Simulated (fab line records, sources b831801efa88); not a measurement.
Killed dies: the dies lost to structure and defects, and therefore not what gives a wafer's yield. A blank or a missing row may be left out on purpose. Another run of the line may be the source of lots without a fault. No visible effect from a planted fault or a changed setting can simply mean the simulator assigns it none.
Problem report in the 8D (eight disciplines) form, filled by code | flow sky130 | the parts of the form that need people (team, actions taken, sign-off) are left out

1. WHAT IS WRONG
Across 6 wafers from 2 lots, SD_N_RS at SKY_SD_N_RS_MEAS_16 averages 59.63 ohm/sq, while fault-free wafers read 68.56 ohm/sq with a standard deviation of 0.11. That puts it -81 standard deviations away from the usual mean.
The step: measures by four-point-probe.
Earliest sighting: wafer L342.2 on film-metro-01 at day 30 10:16. The record has a number at this step for 36 wafers belonging to 12 lots. Rule for "out" (also "out of limits"): further than 4 standard deviations from the usual mean. Any other wafer with a number is counted as sound.

2. WHAT IT IS, AND WHAT IT ISN'T
question                    | is                           | is not
which readings at this step | SD_N_RS                      | -
which lots                  | L342, L343                   | L337, L340, L341, L346, L353, L354, L355, L356, L357, L358
which wafers of those lots  | all that have a number       | -
read on which gauges        | film-metro-01, film-metro-04 | film-metro-03
when                        | from day 30 10:16            | up to then (6 sound wafers); but 24 sound wafers of L341, L346, L353, L354, L355, L356, L357, L358 came after

3. WHAT RULES OUT EACH SUSPECT
Counting: a tool at any process step up to the reading remains a suspect when it ran all the lots that are out and ran no sound lot after the first of those.
- the gauge at SKY_SD_N_RS_MEAS_16: ruled out. 2 gauges (film-metro-01, film-metro-04) read the wafers that are out.
- rtp-anneal-02 at SKY_SD_N_RTA_14 (time 2 s): ruled out as a lasting fault. Following L342 (day 30 10:04), the first lot on it that is out, the sound lots L353, L355, L356, L358 were run on it.
Left after counting: nothing in the record.

4. THE CAUSE (what the simulator had put in)
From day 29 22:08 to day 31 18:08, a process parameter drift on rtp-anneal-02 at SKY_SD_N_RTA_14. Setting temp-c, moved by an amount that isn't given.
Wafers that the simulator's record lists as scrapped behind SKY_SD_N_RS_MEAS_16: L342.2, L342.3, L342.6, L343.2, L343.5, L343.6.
It was ruled out by counting, in error; the rule expects a fault to strike all lots run on its tool from its start on, and this fault did not.

5. THE CHAIN OF EFFECTS, in route order
Each row: a reading where the mean over the struck wafers with a number is more than 3 standard deviations away from the usual. Only readings for which the record gives a usual standard deviation are gone through. hours: the time from each lot's start at the first step in this table that gives one to its start at this step, as a median over the lots. sigmas: the change in usual standard deviations.
hours | step                | reading          | usual        | on struck wafers | change | sigmas
0     | SKY_SD_N_RTA_14     | lamp-power-pct   | 15.74 %      | 16.77            | +1.03  | +21
0     | SKY_SD_N_RTA_14     | wafer_temp_C_max | 1077.9       | 1125.8           | +47.9  | +40
0     | SKY_SD_N_RS_MEAS_16 | SD_N_RS          | 68.56 ohm/sq | 59.63            | -8.93  | -81
The process steps in it:
- SKY_SD_N_RTA_14: time 2 s.

6. HOW IT WOULD HAVE BEEN CAUGHT EARLIER
In this record the first reading out of limits at a measuring or inspecting step was taken at day 30 10:16, 12 hours after the fault began at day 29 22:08.
The tool's own readings at SKY_SD_N_RTA_14 were out on every struck wafer that the step has a row for (lamp-power-pct, wafer_temp_C_max): an alarm limit on them would have fired on the first of those.
